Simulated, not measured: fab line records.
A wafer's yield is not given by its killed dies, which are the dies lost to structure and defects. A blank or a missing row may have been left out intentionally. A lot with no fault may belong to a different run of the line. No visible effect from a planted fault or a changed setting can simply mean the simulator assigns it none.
The tool behind it: which one? | flow gf180mcu | 11 lots with 33 wafers sampled at 4 steps, on a route of 602 steps

== WHAT THE GAUGES SHOWED, per wafer ==
GF_MVSD_TW_MEAS_11.
lot  | measured    | on            | MVSD_TW
L657 | day 4 09:53 | film metro-02 | 1586 1587 1584
L658 | day 4 15:42 | film metro-01 | 1610 1598 1596
L660 | day 5 05:25 | film metro-01 | 1664 1648 1657 1655 1647 1649
L663 | day 5 23:44 | film metro-03 | 1652 1654 1650 1645 1652 1650
L670 | day 7 12:32 | film metro-01 | 1592 1588 1595
L674 | day 8 12:38 | film metro-01 | 1595 1606 1599
L675 | day 8 18:38 | film metro-03 | 1596 1601 1592
L676 | day 8 23:26 | film metro-02 | 1577 1584 1596
L677 | day 9 06:53 | film metro-01 | 1603 1608 1602
L678 | day 9 10:44 | film metro-02 | 1591 1588 1589
L680 | day 9 21:58 | film metro-03 | 1608 1608 1607

== EACH LOT AND THE TOOL THAT RAN IT (in order: tool; ch and the chambers of the sampled wafers; start) ==
lot  | GF_DNWELL_STRIP_08                  | GF_LVPWELL_STRIP_10                 | GF_MVSD_IMPLANT_09
L657 | plasma asher-02 ch 0,1, day 2 18:40 | plasma asher-03 ch 0,1, day 3 19:41 | implanter-04 ch 0, day 4 09:39
L658 | plasma asher-04 ch 0,1, day 3 00:11 | plasma asher-01 ch 0,1, day 4 01:43 | implanter-04 ch 0, day 4 15:29
L660 | plasma asher-04 ch 0, day 3 12:04   | plasma asher-03 ch 0,1, day 4 15:02 | implanter-01 ch 0, day 5 04:52
L663 | plasma asher-01 ch 0,1, day 4 04:04 | plasma asher-03 ch 0,1, day 5 08:29 | implanter-04 ch 0, day 5 23:11
L670 | plasma asher-04 ch 0, day 5 14:15   | plasma asher-02 ch 0,1, day 6 20:59 | implanter-01 ch 0, day 7 12:18
L674 | plasma asher-04 ch 0,1, day 6 12:31 | plasma asher-01 ch 1, day 7 19:35   | implanter-04 ch 0, day 8 12:24
L675 | plasma asher-01 ch 0,1, day 6 17:54 | plasma asher-03 ch 0,1, day 8 01:38 | implanter-01 ch 0, day 8 18:23
L676 | plasma asher-04 ch 0,1, day 6 22:52 | plasma asher-03 ch 0,1, day 8 06:32 | implanter-03 ch 0, day 8 23:11
L677 | plasma asher-01 ch 1, day 7 04:54   | plasma asher-02 ch 0,1, day 8 13:35 | implanter-03 ch 0, day 9 06:38
L678 | plasma asher-04 ch 0,1, day 7 08:25 | plasma asher-02 ch 0,1, day 8 17:26 | implanter-04 ch 0, day 9 10:29
L680 | plasma asher-01 ch 0,1, day 7 19:24 | plasma asher-03 ch 0,1, day 9 04:17 | implanter-03 ch 0, day 9 21:43
- GF_DNWELL_STRIP_08: strips in O2/N2.
- GF_LVPWELL_STRIP_10: strips in O2/N2.
- GF_MVSD_IMPLANT_09

== THE ANSWER, worked out from the rows above alone ==
Rule: what is usual is taken from the lots themselves. The widest of any qualifying gaps counts: lots, ordered by their means at a reading, are off when they make up no more than a third of the lots, leave a main group of 4 or more, and stand apart from it by 3 or more times the standard deviation of that group's means. If all means in a main group match to the digits the tables above print for the reading, that group is not used. A lot without any number at a reading at which 4 lots or more have one is off too. Where the step has rows for the other lots, those lots are counted as sound.
Off: L660, L663, at GF_MVSD_TW_MEAS_11 (MVSD_TW). The main group has a mean of 1596 with a standard deviation of 7.6.
A tool fits if, at a process step before that reading, it ran every lot that is off, and no sound lot after the first of them. Gauges at GF_MVSD_TW_MEAS_11: tried the same way as those tools. None of those tried fits.

== WHAT HAD BEEN PUT IN BY THE SIMULATOR ==
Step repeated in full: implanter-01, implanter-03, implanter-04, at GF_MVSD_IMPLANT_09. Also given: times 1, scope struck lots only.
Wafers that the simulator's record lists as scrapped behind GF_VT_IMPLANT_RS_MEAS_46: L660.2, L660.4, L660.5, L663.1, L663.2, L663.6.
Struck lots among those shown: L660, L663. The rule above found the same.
